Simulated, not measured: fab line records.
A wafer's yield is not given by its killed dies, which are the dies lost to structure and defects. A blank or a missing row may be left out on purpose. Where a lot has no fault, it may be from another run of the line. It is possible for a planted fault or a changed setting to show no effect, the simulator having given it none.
fab line records	flow sky130
record lots=6	wafers=18	last-day=50
route steps=708 shown VIA4@658 METAL5@661 PAD_OPEN@708
lots that met no fault: taken from a fault-free run of the same line
start-h: hours from the record's opening day to when the first of the lot's shown wafers began	wait-h: hours elapsed since this lot's preceding step	" identical to the entry in the row above	L1.1+2: a row that stands for several wafers	- no value, or no start was given	* or withheld: withheld	< > ~ a bound
route shown NAME@n: a module of which the file shows steps, and the number in the route of the first	usual: the fault-free wafers' mean and standard deviation	same: alike in all rows	chamber/n: place in a boat	sites: readings site by site	_std_site: the values' standard deviation	_edge_site: inner sites' mean taken away from outer sites' mean	radius-mm: how far each site lies from the wafer's centre	mask NAME#n: copy n	behind: tool/chamber where the wafer was last shaped	hold: reason for holding the lot/hours on hold/outcome of the hold	device: whichever transistor did not switch (one of n, p or np)	end of line: tests of these same wafers at the route's end	a step given without rows: its recipe and nothing more	killed: not the wafer's yield, but the dies lost to structure and defects at the first sort	map: shows each die of a wafer: x if killed, . if not, _ if none is there
set.NAME: the setting that was run; set.NAME@STEP: the one run at that earlier step	model.NAME: the simulator's own value behind a step, which no gauge read
certain route steps with their lots: each step a table, each wafer a row
services: when a tool's chamber went out of use (start-h, in hours from the record's first day, below 0 if earlier), for how many hours, and the reason
## steps
# step SKY_VIA4_RS_MEAS_19
# recipe thk-meas-gauge=four-point-probe	reads=W_of_VIA4_CVD_18+TiN_of_VIA4_SPUTTER_17
# usual VIA4_W_RS=0.2265/0.0021
lot.wafer	tool	chamber	start-h	wait-h	VIA4_W_RS[ohm/sq]
L964.1	film-metro-02	-	1013.13	0.1	0.2265
L964.2	"	-	"	"	0.2284
L964.4	"	-	"	"	0.2259
L967.3	film-metro-02	-	1024.47	0.1	0.2276
L967.4	"	-	"	"	0.2218
L967.5	"	-	"	"	0.2263
L970.1	film-metro-01	-	1056.14	0.1	0.2270
L970.2	"	-	"	"	0.2239
L970.5	"	-	"	"	0.2243
L975.2	film-metro-02	-	1085.38	0.1	0.2267
L975.5	"	-	"	"	0.2265
L975.6	"	-	"	"	0.2227
L983.1	film-metro-03	-	1134.64	0.1	0.2281
L983.2	"	-	"	"	0.2293
L983.6	"	-	"	"	0.2267
L986.2	film-metro-03	-	1137.78	0.1	0.2247
L986.5	"	-	"	"	0.2216
L986.6	"	-	"	"	0.2247
# step SKY_VIA4_THK_MEAS_20
# recipe thk-meas-gauge=xrf	reads=W_of_VIA4_CVD_18
# usual VIA4_W_THK=503/5.4
lot.wafer	tool	chamber	start-h	wait-h	VIA4_W_THK[nm]
L964.1	film-metro-02	-	1013.25	0.1	502
L964.2	"	-	"	"	498
L964.4	"	-	"	"	504
L967.3	film-metro-02	-	1024.57	0.1	500
L967.4	"	-	"	"	509
L967.5	"	-	"	"	505
L970.1	film-metro-01	-	1056.26	0.1	504
L970.2	"	-	"	"	508
L970.5	"	-	"	"	508
L975.2	film-metro-02	-	1085.49	0.1	496
L975.5	"	-	"	"	501
L975.6	"	-	"	"	511
L983.1	film-metro-03	-	1134.76	0.1	505
L983.2	"	-	"	"	501
L983.6	"	-	"	"	506
L986.2	film-metro-03	-	1137.89	0.1	510
L986.5	"	-	"	"	516
L986.6	"	-	"	"	510
# step SKY_VIA4_CMP_21
# recipe stop-on=SiO2	t-overpolish-s=25	down-force-psi=3.5	platen-rpm=60	target-thk-nm=0	pad-velocity-m-s=0.94248
# usual head-pressure-psi=3.499/0.0069	motor-current-A=11.1/1.4	overpolish-run-s=24.999/0.0093	slurry-filter-dp-kPa=13.50/0.14	slurry-flow-ml-min=149.9/0.45	time-to-endpoint-s=122/5.9
lot.wafer	tool	chamber	start-h	wait-h	head-pressure-psi	motor-current-A	overpolish-run-s	slurry-filter-dp-kPa	slurry-flow-ml-min	time-to-endpoint-s
L964.1	cmp-01	3	1013.31	0.1	3.508	8.3	24.981	13.58	150.0	119
L964.4	"	0	"	"	3.501	11.1	25.003	13.13	149.9	120
L964.2	"	2	"	"	3.494	11.6	25.001	13.29	150.1	117
L967.4	cmp-02	3	1024.85	0.3	3.488	12.7	24.990	13.40	149.7	129
L967.3	"	1	"	"	3.492	11.2	25.001	13.47	150.2	117
L967.5	"	2	"	"	3.507	9.4	25.006	13.58	149.4	116
L970.1	cmp-02	0	1056.37	0.1	3.497	10.1	25.002	13.47	150.0	130
L970.2	"	1	"	"	3.496	10.8	24.994	13.37	149.4	125
L970.5	"	3	"	"	3.497	12.9	25.000	13.53	149.5	134
L975.2	cmp-01	2	1085.72	0.2	3.497	11.7	24.991	13.63	150.4	114
L975.5	"	1	"	"	3.489	13.8	25.006	13.75	150.1	118
L975.6	"	2	"	"	3.497	11.9	25.006	13.34	150.2	120
L983.1	cmp-02	2	1134.82	0.1	3.492	9.8	25.012	13.49	150.4	124
L983.2	"	3	"	"	3.498	12.4	24.995	13.64	150.3	132
L983.6	"	3	"	"	3.495	12.6	24.991	13.31	149.1	129
L986.2	cmp-01	3	1138.04	0.1	3.503	9.6	24.997	13.31	150.0	116
L986.5	"	1	"	"	3.499	13.4	25.001	13.57	150.1	122
L986.6	"	2	"	"	3.496	11.4	25.011	13.72	149.8	117
# step SKY_METAL5_SPUTTER_00
# recipe material=Ti	target-thk-nm=15	power-w=3000	time-s=10	chamber-pressure-pa=0.4
# usual throttle-valve-pct=30.0/1
lot.wafer	tool	chamber	start-h	wait-h	throttle-valve-pct
L964.1	pvd-sputter-01	-	1013.61	0.2	27.7
L964.2	"	-	"	"	28.5
L964.4	"	-	"	"	29.2
L967.3	pvd-sputter-02	-	1025.10	0.1	31.5
L967.4	"	-	"	"	31.4
L967.5	"	-	"	"	28.9
L970.1	pvd-sputter-04	-	1056.62	0.2	31.4
L970.2	"	-	"	"	30.4
L970.5	"	-	"	"	29.8
L975.2	pvd-sputter-04	-	1085.97	0.2	31.1
L975.5	"	-	"	"	30.5
L975.6	"	-	"	"	31.2
L983.1	pvd-sputter-04	-	1135.12	0.2	29.8
L983.2	"	-	"	"	30.2
L983.6	"	-	"	"	30.4
L986.2	pvd-sputter-02	-	1138.24	0.1	29.0
L986.5	"	-	"	"	29.0
L986.6	"	-	"	"	29.6
# step SKY_METAL5_SPUTTER_01
# recipe material=TiN	target-thk-nm=20	power-w=6500	time-s=16.7	chamber-pressure-pa=0.4
# usual throttle-valve-pct=30.0/1
lot.wafer	tool	chamber	start-h	wait-h	throttle-valve-pct
L964.1	pvd-sputter-01	-	1013.63	0.0	27.9
L964.2	"	-	"	"	28.6
L964.4	"	-	"	"	29.6
L967.3	pvd-sputter-02	-	1025.12	0.0	31.4
L967.4	"	-	"	"	31.2
L967.5	"	-	"	"	28.5
L970.1	pvd-sputter-04	-	1056.65	0.0	31.1
L970.2	"	-	"	"	30.6
L970.5	"	-	"	"	29.6
L975.2	pvd-sputter-04	-	1085.99	0.0	31.3
L975.5	"	-	"	"	30.6
L975.6	"	-	"	"	31.0
L983.1	pvd-sputter-04	-	1135.14	0.0	29.5
L983.2	"	-	"	"	30.5
L983.6	"	-	"	"	30.6
L986.2	pvd-sputter-02	-	1138.26	0.0	28.5
L986.5	"	-	"	"	28.9
L986.6	"	-	"	"	29.8
# step SKY_METAL5_SPUTTER_02
# recipe material=AlCu	target-thk-nm=1150	power-w=10600	time-s=61.2	chamber-pressure-pa=0.4
# step SKY_METAL5_SPUTTER_03
# recipe material=Ti	target-thk-nm=5	power-w=3000	time-s=3.3	chamber-pressure-pa=0.4
# usual throttle-valve-pct=29.9/1
lot.wafer	tool	chamber	start-h	wait-h	throttle-valve-pct
L964.1	pvd-sputter-01	-	1013.71	0.0	27.9
L964.2	"	-	"	"	28.7
L964.4	"	-	"	"	29.5
L967.3	pvd-sputter-02	-	1025.20	0.0	31.4
L967.4	"	-	"	"	31.3
L967.5	"	-	"	"	28.9
L970.1	pvd-sputter-04	-	1056.72	0.0	31.3
L970.2	"	-	"	"	30.4
L970.5	"	-	"	"	29.7
L975.2	pvd-sputter-04	-	1086.07	0.0	31.0
L975.5	"	-	"	"	30.6
L975.6	"	-	"	"	31.2
L983.1	pvd-sputter-04	-	1135.22	0.0	29.2
L983.2	"	-	"	"	30.3
L983.6	"	-	"	"	30.5
L986.2	pvd-sputter-02	-	1138.34	0.0	28.8
L986.5	"	-	"	"	28.8
L986.6	"	-	"	"	29.8
# step SKY_METAL5_SPUTTER_04
# recipe material=TiN	target-thk-nm=70	power-w=6500	time-s=58.3	chamber-pressure-pa=0.4
# usual throttle-valve-pct=29.9/1
lot.wafer	tool	chamber	start-h	wait-h	throttle-valve-pct
L964.1	pvd-sputter-01	-	1013.73	0.0	28.0
L964.2	"	-	"	"	28.7
L964.4	"	-	"	"	29.4
L967.3	pvd-sputter-02	-	1025.22	0.0	31.4
L967.4	"	-	"	"	31.6
L967.5	"	-	"	"	28.7
L970.1	pvd-sputter-04	-	1056.74	0.0	31.2
L970.2	"	-	"	"	30.7
L970.5	"	-	"	"	29.7
L975.2	pvd-sputter-04	-	1086.09	0.0	31.2
L975.5	"	-	"	"	30.6
L975.6	"	-	"	"	30.9
L983.1	pvd-sputter-04	-	1135.24	0.0	29.6
L983.2	"	-	"	"	30.5
L983.6	"	-	"	"	30.6
L986.2	pvd-sputter-02	-	1138.35	0.0	28.9
L986.5	"	-	"	"	28.9
L986.6	"	-	"	"	29.7
# step SKY_METAL5_RS_MEAS_05
# recipe thk-meas-gauge=four-point-probe	reads=TiN_of_METAL5_SPUTTER_04+Ti_of_METAL5_SPUTTER_03+AlCu_of_METAL5_SPUTTER_02+TiN_of_METAL5_SPUTTER_01+Ti_of_METAL5_SPUTTER_00
# usual METAL5_ALCU_RS=0.0271/0.00038
lot.wafer	tool	chamber	start-h	wait-h	METAL5_ALCU_RS[ohm/sq]
L964.1	film-metro-02	-	1013.78	0.0	0.0269
L964.2	"	-	"	"	0.0270
L964.4	"	-	"	"	0.0268
L967.3	film-metro-02	-	1025.31	0.1	0.0270
L967.4	"	-	"	"	0.0271
L967.5	"	-	"	"	0.0274
L970.1	film-metro-01	-	1056.79	0.0	0.0275
L970.2	"	-	"	"	0.0276
L970.5	"	-	"	"	0.0270
L975.2	film-metro-01	-	1086.16	0.0	0.0267
L975.5	"	-	"	"	0.0270
L975.6	"	-	"	"	0.0267
L983.1	film-metro-02	-	1135.29	0.0	0.0267
L983.2	"	-	"	"	0.0271
L983.6	"	-	"	"	0.0272
L986.2	film-metro-04	-	1138.42	0.0	0.0271
L986.5	"	-	"	"	0.0271
L986.6	"	-	"	"	0.0264
# step SKY_METAL5_THK_MEAS_06
# recipe thk-meas-gauge=xrf	reads=AlCu_of_METAL5_SPUTTER_02
# usual METAL5_ALCU_THK=1143/18
lot.wafer	tool	chamber	start-h	wait-h	METAL5_ALCU_THK[nm]
L964.1	film-metro-02	-	1013.90	0.1	1154
L964.2	"	-	"	"	1142
L964.4	"	-	"	"	1156
L967.3	film-metro-02	-	1025.41	0.1	1140
L967.4	"	-	"	"	1138
L967.5	"	-	"	"	1121
L970.1	film-metro-01	-	1056.91	0.1	1116
L970.2	"	-	"	"	1108
L970.5	"	-	"	"	1135
L975.2	film-metro-01	-	1086.27	0.1	1154
L975.5	"	-	"	"	1143
L975.6	"	-	"	"	1153
L983.1	film-metro-02	-	1135.41	0.1	1171
L983.2	"	-	"	"	1157
L983.6	"	-	"	"	1145
L986.2	film-metro-04	-	1138.53	0.1	1135
L986.5	"	-	"	"	1142
L986.6	"	-	"	"	1171
# step SKY_METAL5_DEHYDRATE_07
# recipe temp-c=200	time-s=60
# step SKY_METAL5_HMDS_08
# recipe prime-time-s=60	prime-temp-c=120
# step SKY_METAL5_COAT_09
# recipe resist=NOVOLAK	spin-rpm=3000	resist-thk-nm=1800
lot.wafer	tool	chamber	start-h	wait-h	model.NOVOLAK_of_METAL5_COAT_09.thk-nm
L964.1	litho-track-04	0	1025.10	0.1	1799
L964.2+4	"	0	"	"	1801
L967.3	litho-track-04	0	1036.35	0.1	2001
L967.4	"	0	"	"	2004
L967.5	"	0	"	"	1998
L970.1	litho-track-04	0	1067.45	0.1	1999
L970.2	"	0	"	"	2004
L970.5	"	0	"	"	1996
L975.2	litho-track-03	0	1096.19	0.1	1807
L975.5+6	"	0	"	"	1806
L983.1+2+6	litho-track-04	0	1143.60	0.1	1791
L986.2	litho-track-02	0	1147.86	0.1	1804
L986.5	"	0	"	"	1798
L986.6	"	0	"	"	1794
# step SKY_METAL5_SOFTBAKE_10
# recipe temp-c=90	time-s=60	resist=NOVOLAK
# step SKY_METAL5_EXPOSE_11
# recipe mask-id=MM5	na=0.6	source-shape=conventional	sigma-outer=0.6	polarization=unpolarized	target-cd-nm=1600	dose-mj=190
# step SKY_METAL5_PEB_12
# recipe temp-c=withheld	time-s=*	resist=NOVOLAK
# step SKY_METAL5_DEVELOP_13
# recipe resist=NOVOLAK	developer=TMAH	develop-time-s=60	dev-temp-c=23
# step SKY_METAL5_DESCUM_14
# recipe chemistry=O2	source-power-w=150	bias-power-w=0	pressure-mtorr=10	temp-c=40	time-s=11
# usual drypump-motor-current-A=5.81/0.27	oes-product-au=0.999/0.012
lot.wafer	tool	chamber	start-h	wait-h	drypump-motor-current-A	oes-product-au	rf-hours-counter-h	model.METAL5.cd-nm
L964.1	rie-metal-03	0	1036.39	0.1	5.76	1.009	6	1601
L964.2	"	1	"	"	5.73	1.008	7	1602
L964.4	"	0	"	"	5.78	1.019	-	1600
L967.3	rie-metal-02	1	1047.52	0.1	5.84	0.988	-	1617
L967.4	"	0	"	"	6.20	0.999	-	1618
L967.5	"	1	"	"	5.84	0.984	-	1618
L970.1	rie-metal-03	1	1077.85	0.1	5.72	0.996	11	1620
L970.2	"	0	"	"	5.79	1.009	9	1618
L970.5	"	1	"	"	5.70	0.996	-	1620
L975.2	rie-metal-03	0	1105.50	0.1	5.73	1.002	11	1601
L975.5	"	1	"	"	5.71	0.990	-	1603
L975.6	"	0	"	"	5.76	0.999	-	1601
L983.1	rie-metal-04	0	1153.44	0.1	6.17	1.003	23	1597
L983.2	"	1	"	"	5.33	0.987	14	1595
L983.6	"	0	"	"	6.21	1.025	-	1597
L986.2	rie-metal-03	0	1156.64	0.1	5.77	0.984	16	1599
L986.5	"	0	"	"	5.76	0.998	-	1599
L986.6	"	1	"	"	5.71	0.994	-	1598
# step SKY_METAL5_METAL_ETCH_15
# recipe target-depth-a=12600	stop-on=SiO2	over-etch-frac=0.2	time-s=252	chemistry=Cl2/BCl3	resist-sidewall-deg=86	pressure-mtorr=10	icp-w=900	bias-w=48.5	Cl2_flow_sccm=60	bcl3-flow-sccm=30
# usual drypump-motor-current-A=5.81/0.26	mfc-cl2-sccm=60.01/0.18	oes-product-au=0.894/0.0046	throttle-valve-pct=22.265/0.0099
lot.wafer	tool	chamber	start-h	wait-h	drypump-motor-current-A	mfc-cl2-sccm	oes-product-au	rf-hours-counter-h	throttle-valve-pct	model.NOVOLAK_of_METAL5_COAT_09.thk-nm	model.METAL5.cd-nm
L964.1	rie-metal-03	0	1036.42	0.0	5.76	60.38	0.896	6	22.268	1034	1590
L964.2	"	1	"	"	5.72	59.97	0.902	7	22.256	1032	1617
L964.4	"	0	"	"	5.76	60.06	0.892	-	22.274	1030	1595
L967.3	rie-metal-02	1	1047.62	0.1	5.87	59.98	0.892	-	22.258	1261	1628
L967.4	"	0	"	"	6.18	60.03	0.898	-	22.259	1248	1627
L967.5	"	1	"	"	5.87	60.14	0.896	-	22.259	1256	1633
L970.1	rie-metal-03	1	1077.88	0.0	5.70	60.07	0.899	11	22.267	1237	1633
L970.2	"	0	"	"	5.77	60.15	0.885	9	22.268	1241	1619
L970.5	"	1	"	"	5.71	60.25	0.895	-	22.279	1237	1637
L975.2	rie-metal-03	0	1105.53	0.0	5.75	60.07	0.896	11	22.278	1043	1605
L975.5	"	1	"	"	5.67	59.81	0.899	-	22.271	1049	1620
L975.6	"	0	"	"	5.74	59.94	0.897	-	22.263	1037	1603
L983.1	rie-metal-04	0	1153.47	0.0	6.15	59.82	0.896	24	22.280	1007	1603
L983.2	"	1	"	"	5.30	60.39	0.895	14	22.276	1043	1602
L983.6	"	0	"	"	6.14	59.89	0.889	-	22.274	1012	1600
L986.2	rie-metal-03	0	1156.67	0.0	5.77	60.18	0.896	16	22.236	1043	1590
L986.5	"	0	"	"	5.78	59.93	0.895	-	22.261	1041	1595
L986.6	"	1	"	"	5.71	59.93	0.898	-	22.267	1042	1606
# step SKY_METAL5_STRIP_16
# recipe chemistry=O2/N2	power-w=1400	pressure-mtorr=1500	platen-temp-c=withheld	o2-flow-sccm=3000	n2-flow-sccm=300	overash-fraction=0.5
# usual drypump-motor-current-A=5.44/0.22	oes-product-au=0.711/0.0044	strip-time-to-endpoint-s=13.11/0.14
lot.wafer	tool	chamber	start-h	wait-h	drypump-motor-current-A	oes-product-au	rf-hours-counter-h	strip-time-to-endpoint-s
L964.1	plasma-asher-01	1	1036.66	0.2	5.67	0.708	83	13.06
L964.2	"	0	"	"	5.36	0.716	83	13.04
L964.4	"	1	"	"	5.69	0.709	-	13.01
L967.3	plasma-asher-01	1	1047.81	0.1	5.70	0.713	-	15.63
L967.4	"	0	"	"	5.36	0.702	-	15.50
L967.5	"	1	"	"	5.68	0.698	-	15.57
L970.1	plasma-asher-01	0	1078.12	0.2	5.35	0.708	89	15.38
L970.2	"	1	"	"	5.68	0.715	89	15.42
L970.5	"	1	"	"	5.66	0.716	-	15.40
L975.2	plasma-asher-01	1	1105.77	0.2	5.67	0.712	91	13.19
L975.5	"	0	"	"	5.37	0.714	-	13.25
L975.6	"	1	"	"	5.68	0.714	-	13.11
L983.1	plasma-asher-03	0	1153.71	0.2	5.02	0.706	10	12.83
L983.2	"	1	"	"	5.40	0.713	10	13.17
L983.6	"	1	"	"	5.37	0.712	-	12.80
L986.2	plasma-asher-03	1	1156.91	0.2	5.38	0.708	10	13.15
L986.5	"	0	"	"	5.03	0.711	-	13.15
L986.6	"	1	"	"	5.36	0.716	-	13.16
# step SKY_METAL5_STRIP_17
# recipe chemistry=post-etch-residue-remover	time-s=1200	temp-c=72.5
# step SKY_PAD_OPEN_PROBE_99
# usual defect-limited-yield=82.4/1.8	killed_at_M0_to_M3=44/6.4	killed_at_M4_up=3.6/2.1	killed-at-contacts=23/5.1	killed-at-front-end=15/4.3	killed-at-other=0.3/0.56	killed-dies=86/9	killed-open=47/6.4	killed-short=39/5.8	sort_bin_3_pad_short=0.8/0.46	sort_bin_5_function=10.4/1.4	sort_bin_6_memory=6.4/1.1	sort-n-pass=406/9	sort-yield-pct=82.4/1.8
# same gross-dies=492	killed-at-back-side=0	sort_bin_4_leakage[%]=0	sort_bin_8_speed[%]=0
lot.wafer	tool	chamber	start-h	wait-h	defect-limited-yield[%]	killed_at_M0_to_M3	killed_at_M4_up	killed-at-contacts	killed-at-front-end	killed-at-other	killed-dies	killed-open	killed-short	sort_bin_3_pad_short[%]	sort_bin_5_function[%]	sort_bin_6_memory[%]	sort-n-pass	sort-yield-pct[%]	model.etest.met5.width-nm
L964.1	prober-02	-	1081.67	0.1	80.9	50	5	22	17	0	94	54	40	0.8	12.0	6.3	398	80.9	1589
L964.2	prober-02	-	1081.72	0.1	79.1	48	5	28	22	0	103	52	51	1.0	12.2	7.7	389	79.1	1614
L964.4	prober-02	-	1081.82	0.2	78.7	65	1	21	18	0	105	57	48	1.2	14.0	6.1	387	78.7	1596
L967.3	prober-01	-	1093.54	0.2	82.5	49	2	20	15	0	86	43	43	0.8	12.2	4.5	406	82.5	1628
L967.4	prober-01	-	1093.59	0.2	83.3	43	3	18	18	0	82	48	34	0	10.8	5.9	410	83.3	1628
L967.5	prober-01	-	1093.64	0.2	81.1	44	2	29	18	0	93	58	35	0.6	11.8	6.5	399	81.1	1634
L970.1	prober-01	-	1119.33	0.1	83.1	47	4	18	13	1	83	45	38	0.6	10.4	5.9	409	83.1	1631
L970.2	prober-01	-	1119.38	0.1	82.3	41	4	31	11	0	87	52	35	1.6	9.8	6.3	405	82.3	1619
L970.5	prober-01	-	1119.53	0.2	83.9	37	2	27	13	0	79	43	36	0.4	10.0	5.7	413	83.9	1634
L975.2	prober-02	-	1140.88	0.1	85.0	41	3	20	10	0	74	37	37	0.4	9.8	4.9	418	85.0	1606
L975.5	prober-02	-	1141.03	0.2	81.5	39	2	37	12	1	91	54	37	0	11.2	7.3	401	81.5	1621
L975.6	prober-02	-	1141.08	0.2	82.5	34	11	26	15	0	86	44	42	0	11.2	6.3	406	82.5	1603
L983.1	prober-01	-	1190.33	0.1	82.5	34	6	22	24	0	86	46	40	0.4	11.6	5.5	406	82.5	1607
L983.2	prober-01	-	1190.38	0.1	81.5	49	3	22	17	0	91	48	43	1.8	9.1	7.5	401	81.5	1601
L983.6	prober-01	-	1190.58	0.2	79.5	47	6	29	19	0	101	56	45	1.0	10.6	8.9	391	79.5	1599
L986.2	prober-02	-	1194.08	0.1	82.1	40	1	23	24	0	88	43	45	0	11.0	6.9	404	82.1	1592
L986.5	prober-02	-	1194.23	0.2	83.9	38	5	17	19	0	79	41	38	0.2	8.9	6.9	413	83.9	1596
L986.6	prober-02	-	1194.28	0.2	81.9	44	1	22	22	0	89	51	37	0.2	12.2	5.7	403	81.9	1602
# killed by level:class
L964.1 VIA1:geometric-particle:open=10 VIA3:geometric-particle:open=10 LI_CONTACT:geometric-particle:open=8 VIA1:geometric-particle:short=7 METAL1:geometric-particle:short=7 CONTACT:geometric-particle:open=6 VIA2:geometric-particle:open=6 FIELD_ISO:geometric-particle:open=5
L964.2 CONTACT:geometric-particle:open=12 VIA2:geometric-particle:open=8 VIA3:geometric-particle:open=7 VIA1:geometric-particle:short=7 POLY_GATE:geometric-particle:short=6 VIA3:geometric-particle:short=6 METAL3:geometric-particle:short=6 POLY_GATE:geometric-particle:open=5
L964.4 VIA3:geometric-particle:open=12 METAL2:geometric-particle:short=10 VIA3:geometric-particle:short=9 CONTACT:geometric-particle:open=8 VIA1:geometric-particle:open=8 VIA2:geometric-particle:open=8 LI_CONTACT:geometric-particle:open=6 VIA2:geometric-particle:short=6
L967.3 VIA3:geometric-particle:open=11 VIA1:geometric-particle:open=7 FIELD_ISO:geometric-particle:short=6 CONTACT:geometric-particle:open=6 METAL2:geometric-particle:short=6 LI_CONTACT:geometric-particle:open=5 VIA1:geometric-particle:short=5 VIA2:geometric-particle:open=5
L967.4 VIA1:geometric-particle:open=11 LI_CONTACT:geometric-particle:open=8 CONTACT:geometric-particle:open=7 VIA2:geometric-particle:open=7 FIELD_ISO:geometric-particle:short=6 METAL1:geometric-particle:short=4 VIA1:geometric-particle:short=4 METAL2:geometric-particle:short=4
L967.5 CONTACT:geometric-particle:open=13 VIA2:geometric-particle:open=10 VIA1:geometric-particle:open=9 POLY_GATE:geometric-particle:open=7 METAL1:geometric-particle:short=7 VIA3:geometric-particle:open=7 LOCAL_INTERCONNECT:geometric-particle:short=6 POLY_GATE:geometric-particle:short=4
L970.1 VIA1:geometric-particle:open=12 METAL1:geometric-particle:short=7 VIA2:geometric-particle:open=6 LI_CONTACT:geometric-particle:open=5 CONTACT:geometric-particle:short=5 VIA2:geometric-particle:short=5 LI_CONTACT:geometric-particle:short=4 VIA3:geometric-particle:open=4
L970.2 CONTACT:geometric-particle:open=12 VIA1:geometric-particle:open=12 LI_CONTACT:geometric-particle:open=8 VIA2:geometric-particle:open=6 METAL2:geometric-particle:short=5 LOCAL_INTERCONNECT:geometric-particle:short=4 VIA3:geometric-particle:open=4 VIA1:geometric-particle:short=4
L970.5 VIA1:geometric-particle:open=15 CONTACT:geometric-particle:open=11 LOCAL_INTERCONNECT:geometric-particle:short=7 LI_CONTACT:geometric-particle:open=5 VIA2:geometric-particle:short=5 FIELD_ISO:geometric-particle:open=4 POLY_GATE:geometric-particle:short=4 VIA1:geometric-particle:short=4
L975.2 CONTACT:geometric-particle:open=10 METAL1:geometric-particle:short=8 VIA1:geometric-particle:open=6 VIA3:geometric-particle:open=6 VIA2:geometric-particle:open=5 POLY_GATE:geometric-particle:open=4 LI_CONTACT:geometric-particle:open=4 METAL3:geometric-particle:short=4
L975.5 CONTACT:geometric-particle:open=15 LI_CONTACT:geometric-particle:open=11 VIA1:geometric-particle:open=8 CONTACT:geometric-particle:short=7 METAL2:geometric-particle:short=6 VIA2:geometric-particle:open=5 METAL3:geometric-particle:short=5 POLY_GATE:geometric-particle:short=4
L975.6 LI_CONTACT:geometric-particle:open=11 VIA1:geometric-particle:open=9 METAL4:geometric-particle:short=9 POLY_GATE:geometric-particle:open=6 METAL2:geometric-particle:short=6 CONTACT:geometric-particle:short=5 VIA2:geometric-particle:open=5 VIA3:geometric-particle:open=4
L983.1 POLY_GATE:geometric-particle:open=9 CONTACT:geometric-particle:open=7 VIA1:geometric-particle:short=7 FIELD_ISO:geometric-particle:open=6 VIA2:geometric-particle:open=6 LOCAL_INTERCONNECT:geometric-particle:short=5 METAL1:geometric-particle:short=5 VIA1:geometric-particle:open=5
L983.2 VIA1:geometric-particle:open=12 METAL2:geometric-particle:short=10 METAL1:geometric-particle:short=8 LI_CONTACT:geometric-particle:open=6 LOCAL_INTERCONNECT:geometric-particle:short=5 CONTACT:geometric-particle:open=5 VIA2:geometric-particle:open=5 POLY_GATE:geometric-particle:open=4
L983.6 LI_CONTACT:geometric-particle:open=11 VIA3:geometric-particle:open=9 VIA1:geometric-particle:open=8 FIELD_ISO:geometric-particle:open=6 LI_CONTACT:geometric-particle:short=6 METAL4:geometric-particle:short=6 CONTACT:geometric-particle:open=6 VIA1:geometric-particle:short=6
L986.2 VIA3:geometric-particle:open=7 CONTACT:geometric-particle:open=7 VIA1:geometric-particle:open=7 FIELD_ISO:geometric-particle:short=6 LOCAL_INTERCONNECT:geometric-particle:short=6 VIA1:geometric-particle:short=6 METAL2:geometric-particle:short=6 FIELD_ISO:geometric-particle:open=5
L986.5 VIA1:geometric-particle:open=9 FIELD_ISO:geometric-particle:short=7 VIA3:geometric-particle:open=7 CONTACT:geometric-particle:open=6 METAL2:geometric-particle:short=6 LI_CONTACT:geometric-particle:open=5 CONTACT:geometric-particle:short=4 METAL1:geometric-particle:short=4
L986.6 CONTACT:geometric-particle:open=11 VIA1:geometric-particle:open=9 FIELD_ISO:geometric-particle:open=6 FIELD_ISO:geometric-particle:short=5 CONTACT:geometric-particle:short=5 VIA1:geometric-particle:short=5 VIA2:geometric-particle:open=5 METAL2:geometric-particle:short=5
## services
tool	chamber	start-h	hours	kind
rie-metal-03	-	993.61	2.8	pm
plasma-asher-03	-	1002.60	15.6	pm
pvd-sputter-02	1	1008.60	-	consumable-replace:kit
pvd-sputter-02	1	1008.60	18.0	scheduled-down
pvd-sputter-02	1	1008.60	18.0	vent-cycle
pvd-sputter-02	-	1013.22	1.3	repair
rie-metal-02	0	1018.10	22.7	repair
plasma-asher-03	-	1020.95	8.1	repair
cmp-02	-	1039.13	1.7	repair
cmp-01	-	1040.74	6.9	repair
plasma-asher-03	-	1047.83	11.6	repair
pvd-sputter-04	-	1058.00	7.9	repair
plasma-asher-03	-	1059.46	9.0	pm
pvd-sputter-01	1	1063.38	-	consumable-replace:kit
pvd-sputter-01	1	1063.38	18.0	scheduled-down
pvd-sputter-04	1	1075.65	-	consumable-replace:kit
pvd-sputter-04	1	1075.65	18.0	scheduled-down
pvd-sputter-04	1	1075.65	18.0	vent-cycle
cmp-02	-	1084.39	4.0	pm
pvd-sputter-04	-	1088.79	6.6	repair
cmp-02	-	1094.28	2.5	repair
cmp-01	-	1106.93	1.5	repair
rie-metal-02	-	1118.27	0.3	repair
rie-metal-04	1	1134.60	1.8	repair
## key
first-sign step=SKY_METAL5_STRIP_16	reading=strip-time-to-endpoint-s	direction=up	sigmas=17	usual=*	struck=*
effect none on later readings
model-effect step=SKY_METAL5_COAT_09	value=NOVOLAK_of_METAL5_COAT_09.thk-nm	without=1796	struck=2000
model-effect step=SKY_METAL5_DESCUM_14	value=METAL5.cd-nm	without=1602	struck=1619
model-effect step=SKY_METAL5_METAL_ETCH_15	value=NOVOLAK_of_METAL5_COAT_09.thk-nm	without=1042	struck=1247
model-effect step=SKY_PAD_OPEN_PROBE_99	value=etest.met5.width-nm	without=1613	struck=1629
met-at SKY_METAL5_COAT_09
struck-wafers L967.3,L967.4,L967.5,L970.1,L970.2,L970.5
onset-between 1025.10 1036.35
fault kind=process-parameter-drift	tool=litho-track-04	chamber=-	onset-h=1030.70	steps=SKY_METAL5_COAT_09	channel=resist-thk-nm	offset=204.73	shape=step	end-h=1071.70	acts-in=these-recipes-only	stated=1800
